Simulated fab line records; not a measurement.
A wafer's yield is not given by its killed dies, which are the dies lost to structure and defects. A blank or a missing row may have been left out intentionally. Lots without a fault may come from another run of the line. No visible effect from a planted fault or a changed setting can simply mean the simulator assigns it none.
8D (eight disciplines) problem report, filled in by code | flow sky130 | the parts of the form that need people (team, actions taken, sign-off) are left out

1. WHAT IS WRONG
headPressurePsi at SKY_CONTACT_CMP_04 reads a mean of 3.062 psi on 1 wafer of 1 lot; wafers without a fault read 3.999 psi with a standard deviation of 0.0094. So: -99 or more standard deviations from the usual mean.
The step: polishes SiO2.
The first sign was on wafer L304.1 at day 33 05:23, on cmp-01. The record holds 39 wafers of 13 lots with a number at this step. Rule for "out" (also "out of limits"): further than 4 standard deviations from the usual mean. The other wafers with a number count as sound.

2. WHAT IT IS, AND WHAT IT ISN'T
question                    | is                               | is not
which readings at this step | headPressurePsi, timeToEndpointS | motorCurrentA
which lots                  | L304                             | L296, L297, L300, L301, L308, L309, L313, L314, L315, L316, L317, L318
which wafers of those lots  | L304.1                           | L304.4, L304.5
read on which tools         | cmp-01                           | cmp-02
when                        | from day 33 05:23                | up to then (14 sound wafers); but 24 sound wafers of L308, L309, L313, L314, L315, L316, L317, L318 came after

3. SUSPECTS, AND WHAT RULES EACH OUT
Counting: any tool at a process step up to the reading remains a suspect provided it ran every lot that is out. Sound lots after the first of them don't rule it out here, since some wafers of a struck lot are sound.
- cmp-02 at SKY_LI_CONTACT_CMP_24 (polishes, stops on PSG, t overpolish 20 s, target thk 0 nm): kept. It processed L304, the lot that is out, at day 32 01:11, and its most recent sound lot before then was L301 at day 31 08:46.
- cmp-01 at SKY_CONTACT_CMP_04 (polishes SiO2): kept. It processed L304, the lot that is out, at day 33 05:23, and its most recent sound lot before then was L301 at day 32 13:22. On those wafers its own readings are out: headPressurePsi, timeToEndpointS.
- cmp-02, SKY_LI_CONTACT_CMP_24: wafers that are out in chamber 1, sound lot-mates in chambers 0, 2.
- The sound lot-mates ran in chamber 3 of cmp-01 at SKY_CONTACT_CMP_04, but the wafers that are out ran in chamber 1.
Left after counting: cmp-02 at SKY_LI_CONTACT_CMP_24, cmp-01 at SKY_CONTACT_CMP_04.

4. THE CAUSE (what the simulator had put in)
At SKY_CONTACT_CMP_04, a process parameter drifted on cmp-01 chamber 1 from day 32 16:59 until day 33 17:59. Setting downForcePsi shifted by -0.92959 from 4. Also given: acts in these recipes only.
Counting leaves 2 suspects; this tool is one of them.

5. THE CHAIN OF EFFECTS, in route order
Rows list readings where the struck wafers' mean (over those with a number) sits beyond 3 standard deviations from the usual. Readings are gone through only where the record gives a usual standard deviation; hours: the median, over the lots, of the time from a lot's start at the first step in this table giving one to that lot's start at this step; sigmas: the change measured in usual standard deviations.
hours | step               | reading         | usual     | on struck wafers | change | sigmas
0     | SKY_CONTACT_CMP_04 | headPressurePsi | 3.999 psi | 3.062            | -0.937 | -99 or more
0     | SKY_CONTACT_CMP_04 | timeToEndpointS | 85 s      | 106              | +21    | +6.0
Here are the process steps it includes:
- SKY_CONTACT_CMP_04: polishes SiO2.

6. WHAT WOULD HAVE CAUGHT IT SOONER
The fault began at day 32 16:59; the first out-of-limits reading in this record came at day 33 05:23, 12 hours later.
